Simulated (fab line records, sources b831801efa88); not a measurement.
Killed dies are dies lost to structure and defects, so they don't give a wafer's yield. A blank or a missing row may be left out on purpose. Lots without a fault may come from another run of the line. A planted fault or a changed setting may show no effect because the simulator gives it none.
Tool commonality check | flow gf180mcu | 11 lots, 33 wafers sampled

WHY IT WAS OPENED
At GF_POLY_GATE_THK_MEAS_17 the reading POLY_GATE_OXIDATION_THK is flagged on 2 of 11 lots. Wafers without a fault read 4.00 nm, standard deviation 0.075.
Rule: a lot is flagged when every wafer of it that has a number lies more than 4 standard deviations from that mean, or none has a number. The other lots count as sound.

lot  | measured     | on            | POLY_GATE_OXIDATION_THK (nm), wafer by wafer | flag
L971 | day 9 13:16  | film_metro-03 | 4.08 4.00 3.92                               |
L972 | day 9 22:13  | film_metro-02 | 4.11 4.09 3.99                               |
L977 | day 11 12:07 | film_metro-02 | 3.96 3.93 3.90                               |
L980 | day 12 09:52 | film_metro-03 | 5.66 5.69 5.67                               | FLAGGED
L981 | day 12 18:06 | film_metro-02 | 5.72 5.74 5.79                               | FLAGGED
L982 | day 13 03:17 | film_metro-04 | 4.03 4.05 4.00                               |
L983 | day 13 10:19 | film_metro-03 | 4.00 4.03 4.02                               |
L984 | day 13 14:06 | film_metro-02 | 3.90 3.99 3.88                               |
L987 | day 14 14:55 | film_metro-04 | 3.95 4.00 3.91                               |
L989 | day 15 08:31 | film_metro-02 | 4.04 4.04 4.00                               |
L993 | day 16 08:22 | film_metro-04 | 4.02 3.99 4.01                               |
The numbers of the flagged lots are 5.71 nm on average: +1.71 nm against the usual, or +23 standard deviations.

WHICH TOOL RAN EACH LOT
The record holds 1 process step before the reading, out of a route of 602 steps. In each cell: the tool, then ch and the chambers that the sampled wafers went through, then the start.
lot  | flag    | GF_POLY_GATE_OXIDATION_16
L971 |         | furnace-02 ch 0, day 9 12:00
L972 |         | furnace-02 ch 0, day 9 20:58
L977 |         | furnace-02 ch 0, day 11 10:50
L980 | FLAGGED | furnace-01 ch 0, day 12 08:36
L981 | FLAGGED | furnace-01 ch 0, day 12 16:51
L982 |         | furnace-02 ch 0, day 13 02:02
L983 |         | furnace-02 ch 0, day 13 09:04
L984 |         | furnace-02 ch 0, day 13 12:50
L987 |         | furnace-02 ch 0, day 14 13:38
L989 |         | furnace-02 ch 0, day 15 07:16
L993 |         | furnace-01 ch 0, day 16 07:07
What these steps do:
- GF_POLY_GATE_OXIDATION_16: stabilise 600 s, purge 300 s, target thk 4 nm.
- GF_POLY_GATE_THK_MEAS_17

FLAGGED OVER TOTAL, TOOL BY TOOL (the gauges that took the reading come last)
step                      | tool          | lots run | flagged | share of the flagged lots | sound lots run after its first flagged lot
GF_POLY_GATE_OXIDATION_16 | furnace-01    | 3        | 2       | all                       | 1 (L993)
GF_POLY_GATE_OXIDATION_16 | furnace-02    | 8        | 0       | none                      | -
GF_POLY_GATE_THK_MEAS_17  | film_metro-02 | 5        | 1       | some                      | 2 (L984,L989)
GF_POLY_GATE_THK_MEAS_17  | film_metro-03 | 3        | 1       | some                      | 1 (L983)
GF_POLY_GATE_THK_MEAS_17  | film_metro-04 | 3        | 0       | none                      | -

WHAT THE TABLE ALLOWS
1 row of the table ran every flagged lot: furnace-01 at GF_POLY_GATE_OXIDATION_16.
- furnace-01 at GF_POLY_GATE_OXIDATION_16: 2 of its 3 lots flagged. Sound lots ran on it after the first flagged one (L993), which a lasting fault on the whole tool wouldn't allow. Its own readings lie more than 4 standard deviations out on every wafer of the flagged lots: spike_tc_centre_C, spike_tc_lower_C, spike_tc_top_C, spike_tc_upper_C, tube_center_temp_C, tube_center_temp_C_max.
No row of the table ran every flagged lot and no sound lot after the first.

WHAT THE SIMULATOR HAD PUT IN
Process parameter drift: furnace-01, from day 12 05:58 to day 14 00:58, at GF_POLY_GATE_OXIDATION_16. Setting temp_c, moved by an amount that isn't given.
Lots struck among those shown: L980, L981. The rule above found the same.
